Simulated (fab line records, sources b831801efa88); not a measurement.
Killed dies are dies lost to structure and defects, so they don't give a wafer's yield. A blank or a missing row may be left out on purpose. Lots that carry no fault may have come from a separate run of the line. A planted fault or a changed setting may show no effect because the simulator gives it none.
Lot-split experiment || flow sfq-line || 23 wafers read across 5 lots, on a route 325 steps long

## SPLIT DETAILS
At SFQ_TRILAYER_I5_LITHO_COAT_149 (resist thk 62 nm), the setting spin-rpm was moved away from the recipe's 3000 rpm on 6 of the 23 wafers read, by +2.9% to +6.8%. All remaining wafers had this setting at the recipe value.

The split's own step is where the reading is taken.

## THE READING
BARC_of_TRILAYER_I5_LITHO_COAT_149.thk-nm (the simulator's own value, which no gauge read), in nm, at SFQ_TRILAYER_I5_LITHO_COAT_149 (resist thk 62 nm). No usual value for it is given in the file. Average 62.11 nm, standard deviation 0.15 nm, over the 17 wafers here run with the recipe.

{"wafer": "L077.1", "tool, chamber at the split": "litho-track-03, 0", "spin-rpm as run, rpm": 3000, "against the recipe": "recipe", "BARC_of_TRILAYER_I5_LITHO_COAT_149.thk-nm, nm": 62.34, "against lot-mates on the recipe": "-"}
{"wafer": "L077.2", "tool, chamber at the split": "litho-track-03, 0", "spin-rpm as run, rpm": 3000, "against the recipe": "recipe", "BARC_of_TRILAYER_I5_LITHO_COAT_149.thk-nm, nm": 62.26, "against lot-mates on the recipe": "-"}
{"wafer": "L077.3", "tool, chamber at the split": "litho-track-03, 0", "spin-rpm as run, rpm": 3000, "against the recipe": "recipe", "BARC_of_TRILAYER_I5_LITHO_COAT_149.thk-nm, nm": 62.32, "against lot-mates on the recipe": "-"}
{"wafer": "L082.1", "tool, chamber at the split": "litho-track-03, 0", "spin-rpm as run, rpm": 3000, "against the recipe": "recipe", "BARC_of_TRILAYER_I5_LITHO_COAT_149.thk-nm, nm": 62.03, "against lot-mates on the recipe": "-"}
{"wafer": "L082.6", "tool, chamber at the split": "litho-track-03, 0", "spin-rpm as run, rpm": 3000, "against the recipe": "recipe", "BARC_of_TRILAYER_I5_LITHO_COAT_149.thk-nm, nm": 62.03, "against lot-mates on the recipe": "-"}
{"wafer": "L082.2", "tool, chamber at the split": "litho-track-03, 0", "spin-rpm as run, rpm": 3000, "against the recipe": "recipe", "BARC_of_TRILAYER_I5_LITHO_COAT_149.thk-nm, nm": 61.9, "against lot-mates on the recipe": "-"}
{"wafer": "L082.3", "tool, chamber at the split": "litho-track-03, 0", "spin-rpm as run, rpm": 3000, "against the recipe": "recipe", "BARC_of_TRILAYER_I5_LITHO_COAT_149.thk-nm, nm": 61.95, "against lot-mates on the recipe": "-"}
{"wafer": "L082.5", "tool, chamber at the split": "litho-track-03, 0", "spin-rpm as run, rpm": 3000, "against the recipe": "recipe", "BARC_of_TRILAYER_I5_LITHO_COAT_149.thk-nm, nm": 62.01, "against lot-mates on the recipe": "-"}
{"wafer": "L083.1", "tool, chamber at the split": "litho-track-04, 0", "spin-rpm as run, rpm": 3088, "against the recipe": "+2.9%", "BARC_of_TRILAYER_I5_LITHO_COAT_149.thk-nm, nm": 61.19, "against lot-mates on the recipe": -0.70}
{"wafer": "L083.2", "tool, chamber at the split": "litho-track-04, 0", "spin-rpm as run, rpm": 3000, "against the recipe": "recipe", "BARC_of_TRILAYER_I5_LITHO_COAT_149.thk-nm, nm": 61.85, "against lot-mates on the recipe": "-"}
{"wafer": "L083.4", "tool, chamber at the split": "litho-track-04, 0", "spin-rpm as run, rpm": 3088, "against the recipe": "+2.9%", "BARC_of_TRILAYER_I5_LITHO_COAT_149.thk-nm, nm": 60.83, "against lot-mates on the recipe": -1.06}
{"wafer": "L083.5", "tool, chamber at the split": "litho-track-04, 0", "spin-rpm as run, rpm": 3088, "against the recipe": "+2.9%", "BARC_of_TRILAYER_I5_LITHO_COAT_149.thk-nm, nm": 61.01, "against lot-mates on the recipe": -0.88}
{"wafer": "L083.6", "tool, chamber at the split": "litho-track-04, 0", "spin-rpm as run, rpm": 3000, "against the recipe": "recipe", "BARC_of_TRILAYER_I5_LITHO_COAT_149.thk-nm, nm": 61.92, "against lot-mates on the recipe": "-"}
{"wafer": "L084.1", "tool, chamber at the split": "litho-track-04, 0", "spin-rpm as run, rpm": 3000, "against the recipe": "recipe", "BARC_of_TRILAYER_I5_LITHO_COAT_149.thk-nm, nm": 62.1, "against lot-mates on the recipe": "-"}
{"wafer": "L084.2", "tool, chamber at the split": "litho-track-04, 0", "spin-rpm as run, rpm": 3000, "against the recipe": "recipe", "BARC_of_TRILAYER_I5_LITHO_COAT_149.thk-nm, nm": 62.21, "against lot-mates on the recipe": "-"}
{"wafer": "L084.3", "tool, chamber at the split": "litho-track-04, 0", "spin-rpm as run, rpm": 3000, "against the recipe": "recipe", "BARC_of_TRILAYER_I5_LITHO_COAT_149.thk-nm, nm": 62.16, "against lot-mates on the recipe": "-"}
{"wafer": "L084.4", "tool, chamber at the split": "litho-track-04, 0", "spin-rpm as run, rpm": 3000, "against the recipe": "recipe", "BARC_of_TRILAYER_I5_LITHO_COAT_149.thk-nm, nm": 62.3, "against lot-mates on the recipe": "-"}
{"wafer": "L084.5", "tool, chamber at the split": "litho-track-04, 0", "spin-rpm as run, rpm": 3000, "against the recipe": "recipe", "BARC_of_TRILAYER_I5_LITHO_COAT_149.thk-nm, nm": 62.27, "against lot-mates on the recipe": "-"}
{"wafer": "L085.1", "tool, chamber at the split": "litho-track-01, 0", "spin-rpm as run, rpm": 3203, "against the recipe": "+6.8%", "BARC_of_TRILAYER_I5_LITHO_COAT_149.thk-nm, nm": 60.18, "against lot-mates on the recipe": -1.93}
{"wafer": "L085.2", "tool, chamber at the split": "litho-track-01, 0", "spin-rpm as run, rpm": 3203, "against the recipe": "+6.8%", "BARC_of_TRILAYER_I5_LITHO_COAT_149.thk-nm, nm": 60.13, "against lot-mates on the recipe": -1.98}
{"wafer": "L085.3", "tool, chamber at the split": "litho-track-01, 0", "spin-rpm as run, rpm": 3203, "against the recipe": "+6.8%", "BARC_of_TRILAYER_I5_LITHO_COAT_149.thk-nm, nm": 60.11, "against lot-mates on the recipe": -2.00}
{"wafer": "L085.4", "tool, chamber at the split": "litho-track-01, 0", "spin-rpm as run, rpm": 3000, "against the recipe": "recipe", "BARC_of_TRILAYER_I5_LITHO_COAT_149.thk-nm, nm": 62.19, "against lot-mates on the recipe": "-"}
{"wafer": "L085.5", "tool, chamber at the split": "litho-track-01, 0", "spin-rpm as run, rpm": 3000, "against the recipe": "recipe", "BARC_of_TRILAYER_I5_LITHO_COAT_149.thk-nm, nm": 62.03, "against lot-mates on the recipe": "-"}

FIT RESULTS
A straight line over all 23 wafers: BARC_of_TRILAYER_I5_LITHO_COAT_149.thk-nm changes by -0.301 nm for each +1% of spin-rpm; r = -0.97; the points scatter about the line by 0.17 nm.
The same after taking each lot's own level away (the mean of its wafers on the recipe; 23 wafers): -0.292 nm for each +1%; r = -0.99; scatter 0.078 nm.
The reading moves by 2 nm for the largest change in spin-rpm, on that fit.
The lots' own levels span 61.885 to 62.307 nm, that is 2.7 times the standard deviation above.
The two slopes agree, so the slope changes little with the lot-to-lot level.
Check: for one of the wafers moved furthest among these (+6.8%), held out of the fit, the line's prediction against its lot-mates is -2 nm. Against them it came out at -1.93 nm.

## FURTHER SPLITS ON THESE WAFERS
Before the reading, these wafers also passed through other splits. Each is held against what the fit with the lots' levels taken away leaves over:
{"other split on the same wafers": "SFQ_TRILAYER_JJ_CE_LITHO_PEB_117 peb-temp-c", "wafers away from the commonest value": 9, "r with BARC_of_TRILAYER_I5_LITHO_COAT_149.thk-nm (lot level and that fit taken away)": -0.34}
{"other split on the same wafers": "SFQ_TRILAYER_M5_BARC_OPEN_METAL_ETCH_161 time-s", "wafers away from the commonest value": 7, "r with BARC_of_TRILAYER_I5_LITHO_COAT_149.thk-nm (lot level and that fit taken away)": -0.10}
{"other split on the same wafers": "SFQ_TRILAYER_R5_LITHO_COAT_141 spin-rpm", "wafers away from the commonest value": 8, "r with BARC_of_TRILAYER_I5_LITHO_COAT_149.thk-nm (lot level and that fit taken away)": "+0.16"}

## THE FILE'S OWN FIT
BARC_of_TRILAYER_I5_LITHO_COAT_149.thk-nm changes by -0.292 nm for each +1% of spin-rpm, r = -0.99.
